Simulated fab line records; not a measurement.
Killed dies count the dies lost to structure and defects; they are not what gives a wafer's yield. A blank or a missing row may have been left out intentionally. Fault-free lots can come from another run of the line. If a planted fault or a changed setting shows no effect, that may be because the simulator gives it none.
Split-lot study -- flow sky130 -- route with 708 steps; 5 lots, 23 wafers read

== SPLIT DETAILS ==
At SKY_RES_XHIGH_IMPLANT_07, the setting energyKev was moved away from the recipe's 20 on 5 of the 23 wafers read, by -4.2% to -1.8%. For the rest of the wafers, this setting stayed at what the recipe calls for.

The split's own step is where the reading is taken.

== THE READING ==
The simulator's own value implant.drpNm, read by no gauge, in nm at SKY_RES_XHIGH_IMPLANT_07. No usual value for it is given in the file.

wafer,"tool, chamber at the split",energyKev as run,against the recipe,"implant.drpNm, nm",against lot-mates on the recipe
L076.2,"implanter-01, 0",20,recipe,9.746,-
L076.5,"implanter-01, 0",20,recipe,9.746,-
L076.6,"implanter-01, 0",20,recipe,9.746,-
L076.3,"implanter-01, 0",19.65,-1.8%,9.626,-0.120
L076.4,"implanter-01, 0",19.65,-1.8%,9.626,-0.120
L079.1,"implanter-03, 0",20,recipe,9.746,-
L079.2,"implanter-03, 0",20,recipe,9.746,-
L079.3,"implanter-03, 0",20,recipe,9.746,-
L079.4,"implanter-03, 0",20,recipe,9.746,-
L079.5,"implanter-03, 0",20,recipe,9.746,-
L081.1,"implanter-03, 0",20,recipe,9.746,-
L081.2,"implanter-03, 0",20,recipe,9.746,-
L081.6,"implanter-03, 0",20,recipe,9.746,-
L080.1,"implanter-03, 0",19.16,-4.2%,9.457,-0.289
L080.4,"implanter-03, 0",19.16,-4.2%,9.457,-0.289
L080.5,"implanter-03, 0",19.16,-4.2%,9.457,-0.289
L080.3,"implanter-03, 0",20,recipe,9.746,-
L080.6,"implanter-03, 0",20,recipe,9.746,-
L085.1,"implanter-04, 0",20,recipe,9.746,-
L085.2,"implanter-04, 0",20,recipe,9.746,-
L085.4,"implanter-04, 0",20,recipe,9.746,-
L085.5,"implanter-04, 0",20,recipe,9.746,-
L085.6,"implanter-04, 0",20,recipe,9.746,-

FIT RESULTS
A straight line over all 23 wafers: implant.drpNm changes by +0.0688 nm for each +1% of energyKev; r = +1.00; the points scatter about the line by 0.00012 nm.
The same after taking each lot's own level away (the mean of its wafers on the recipe; 23 wafers): +0.0688 nm for each +1%; r = +1.00; scatter 0.00012 nm.
The reading moves by 0.29 nm for the largest change in energyKev, on that fit.
The lots' own levels span 9.7460 to 9.7460 nm.
The two slopes agree, so the slope changes little with the lot-to-lot level.
Check: -0.289 nm against its lot-mates is what the line predicts for one of the wafers moved furthest among these (-4.2%) when that wafer is left out of the fit. Against them it came out at -0.289 nm.

== FURTHER SPLITS ON THESE WAFERS ==
Before the reading, these wafers also passed through other splits. Each is held against what the fit with the lots' levels taken away leaves over:
other split on the same wafers,wafers away from the commonest value,r with implant.drpNm (lot level and that fit taken away)
SKY_POLY_CUT_EXPOSE_05 doseMj,7,-0.05
SKY_SD_P_DEVELOP_06 devTempC,8,+0.29
SKY_RES_XHIGH_COAT_02 resistThkNm,9,-0.03

== THE WHOLE CHAIN: every reading that the file lists as answering this split, in the file's order ==
step,what it does,reading,change (the file's fit),r (the file's)
SKY_RES_XHIGH_IMPLANT_07,,"implant.rpNm (the simulator's own value, which no gauge read)",+0.136 nm for each +1% of the setting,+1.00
SKY_RES_XHIGH_IMPLANT_07,,"implant.drpNm (the simulator's own value, which no gauge read)",+0.0689 nm for each +1% of the setting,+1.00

== THE FILE'S OWN FIT ==
implant.drpNm changes by +0.0689 nm for each +1% of energyKev, r = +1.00.
